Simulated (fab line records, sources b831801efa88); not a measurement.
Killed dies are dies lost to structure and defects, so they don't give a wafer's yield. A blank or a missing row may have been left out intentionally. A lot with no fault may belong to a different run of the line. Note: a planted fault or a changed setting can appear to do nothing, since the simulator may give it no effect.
2 desks, one fault ; flow gf180mcu ; what lay behind the numbers comes last; until then each desk has only its own

DESK OF THE TOOL OWNER: pecvd-03
The tool's own readings at GF_V5_CVD_02 (deposits SiO2 from TEOS, target thk 1450 nm, time 163.28 s): means of the sampled wafers that have a number, for each lot that ran on this tool. If a lot's mean is further than 4 standard deviations from the usual mean, the lot is out of limits and carries the mark OUT (the distance appears in the brackets).
Columns: A = heaterPowerW at GF_V5_CVD_02, usual 632 W
lot;first seen here;A
L457;day 27 08:59;604
L461;day 28 19:47;619
L462;day 29 01:07;572
L463;day 29 07:08;683
L467;day 30 07:59;672
L468;day 30 20:41;675
L470;day 31 05:56;623
L471;day 31 11:41;606
This desk's verdict: no lot among the 8 shows anything out of limits.

THE METROLOGY DESK
Means of the sampled wafers that have a number, per lot and without regard to the tool the lot ran on: this is what the gauges read. If a lot's mean is further than 4 standard deviations from the usual mean, the lot is out of limits and carries the mark OUT (the distance appears in the brackets).
Columns: A = V4_W_THK at GF_V4_THK_MEAS_25, usual 359 nm; B = V5_CVD_02_THK at GF_V5_THK_MEAS_03, usual 1453 nm
lot;first seen here;A;B
L457;day 25 13:18;352;1471
L460;day 26 15:51;363;1430
L461;day 27 01:54;359;1465
L462;day 27 07:41;358;1473
L463;day 27 14:10;359;1481
L466;day 28 14:38;360;1440
L467;day 28 16:21;352;1465
L468;day 29 05:39;356;1459
L469;day 29 10:16;353;1444
L470;day 29 15:40;362;1818 (+19) OUT
L471;day 29 21:30;362;1629 (+9.3) OUT
L472;day 30 06:40;355;1442
This desk's finding: out of limits on L470, L471; first on L470, day 31 06:04 (V5_CVD_02_THK at GF_V5_THK_MEAS_03). L457, L460, L461, L462, L463, L466, L467, L468, L469, L472 stayed within limits.

BROUGHT TOGETHER
L470, L471 would have let the metrology desk raise an alarm at day 31 06:04.
The desk of the tool owner found nothing out of limits.
On record at the tool owner's desk: L470, L471, within its limits.
All the named lots went through GF_V5_CVD_02 on pecvd-03.

WHAT HAD BEEN PUT IN BY THE SIMULATOR
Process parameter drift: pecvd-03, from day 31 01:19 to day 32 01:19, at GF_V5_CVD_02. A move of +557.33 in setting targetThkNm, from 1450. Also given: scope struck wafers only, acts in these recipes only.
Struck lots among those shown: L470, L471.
Per desk, hours elapsed from the start of the fault to the first reading out of limits: for the metrology desk, 5.
